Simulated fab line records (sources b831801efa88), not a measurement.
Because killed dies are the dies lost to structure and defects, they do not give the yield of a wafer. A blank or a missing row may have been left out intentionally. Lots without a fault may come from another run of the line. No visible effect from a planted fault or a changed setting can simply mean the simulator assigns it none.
Comparing a struck lot with a sound one ; flow gf180mcu ; 14 out of 602 route steps
Sound: the wafers L266.1, L266.3, L266.6. Struck: wafers L272.2, L272.3, L272.6. Last of all comes the cause.
Per side, at each step with rows, come the tool, then ch with its chambers, and then its first start. Under that, the readings that differ: sound wafers ; struck wafers ; difference of the means ; sigmas: that difference in standard deviations of wafers without a fault.
alike: readings with means less than 2 such deviations apart, plus words and numbers identical on both sides. not compared: withheld readings, readings lacking a value on some wafer, bounds such as >300 that could conceal the same value, and numbers that have no deviation in the record and whose values overlap.
A row with sigmas, a row that says differs or no value, or rows on one side alone: a step with any of these is where the two part. Numbers that have no deviation but don't overlap get no sigmas and don't part them. Lack of a reading on every wafer of one side parts them only where that side has two or more wafers.

GF_SAB_STRIP_13: strips in O2/N2.
  sound on plasmaAsher-01 ch 0,1, day 17 00:25; struck on plasmaAsher-01 ch 0,1, day 19 04:35
reading;sound;struck;difference;sigmas
stripTimeToEndpointS (s);12.59 12.59 12.57;12.67 12.68 12.68;+0.09;+2
  alike: drypumpMotorCurrentA, heaterPowerW, oesProductAu
  not compared: rfHoursCounterH
then, 2 steps without rows for these wafers: GF_SALICIDE_CLEAN_00 (cleans in SC1/SC2, time 150 s); GF_SALICIDE_WET_ETCH_01 (etches SiO2 in dHF, target depth 5 nm, time 100 s).
GF_SALICIDE_SPUTTER_02: material Co, target thk 10 nm, time 20 s.
  sound on pvdSputter-01, day 17 00:37; struck on pvdSputter-02, day 19 04:49
  alike: throttleValvePct
GF_SALICIDE_SPUTTER_03: material TiN, target thk 20 nm, time 16.7 s.
  sound on pvdSputter-01, day 17 00:38; struck on pvdSputter-02, day 19 04:50
  alike: throttleValvePct
GF_SALICIDE_RS_MEAS_04: uses a four-point probe to measure.
  sound on filmMetro-01, day 17 00:40; struck on filmMetro-04, day 19 04:53
  alike: SALICIDE_TIN_RS
GF_SALICIDE_THK_MEAS_05: measures by xrf.
  sound on filmMetro-01, day 17 00:47; struck on filmMetro-04, day 19 04:59
  alike: SALICIDE_TIN_THK
GF_SALICIDE_RTA_06: time 30 s.
  sound on rtpAnneal-01 ch 0, day 17 00:50; struck on rtpAnneal-01 ch 0, day 19 05:04
  alike: annealTempCMax, lampPowerPct, wafer_temp_C_max
then, 1 step without rows for these wafers: GF_SALICIDE_WET_ETCH_07 (etches the open film in SPM, target depth 120 nm).
GF_SALICIDE_RTA_08: time 30 s.
  sound on rtpAnneal-01 ch 0, day 17 01:02; struck on rtpAnneal-02 ch 0, day 19 05:16
reading;sound;struck;difference;sigmas
lampPowerPct (%);13.7 13.7 13.7;16.2 16.2 16.2;+2.5;+2
  alike: annealTempCMax, wafer_temp_C_max
then, 1 step without rows for these wafers: GF_CONTACT_CVD_00 (deposits SiO2, target thk 300 nm, time 50 s).
GF_CONTACT_THK_MEAS_01:
  sound on filmMetro-04, day 17 01:11; struck on filmMetro-01, day 19 05:25
  alike: CONTACT_CVD_00_THK
GF_CONTACT_CVD_02: deposits SiO2 from TEOS, target thk 860 nm, time 95.992 s.
  sound on pecvd-04 ch 0,1,2, day 17 01:14; struck on pecvd-01 ch 1,2, day 19 05:28
  no value came back on the struck wafers for heaterPowerOuterW (W), heaterPowerW (W); on the sound wafers heaterPowerOuterW (W) reads 477 394 373
  not compared: sinceWetCleanH
GF_PASSIVATION_PROBE_99:
  the record holds rows for the sound wafers here (prober-01, day 30 15:04) but none for the struck ones

== WHERE THEY PART ==
Last at GF_PASSIVATION_PROBE_99 as far as this record goes, first at GF_SAB_STRIP_13.

WHY: what the simulator had put in
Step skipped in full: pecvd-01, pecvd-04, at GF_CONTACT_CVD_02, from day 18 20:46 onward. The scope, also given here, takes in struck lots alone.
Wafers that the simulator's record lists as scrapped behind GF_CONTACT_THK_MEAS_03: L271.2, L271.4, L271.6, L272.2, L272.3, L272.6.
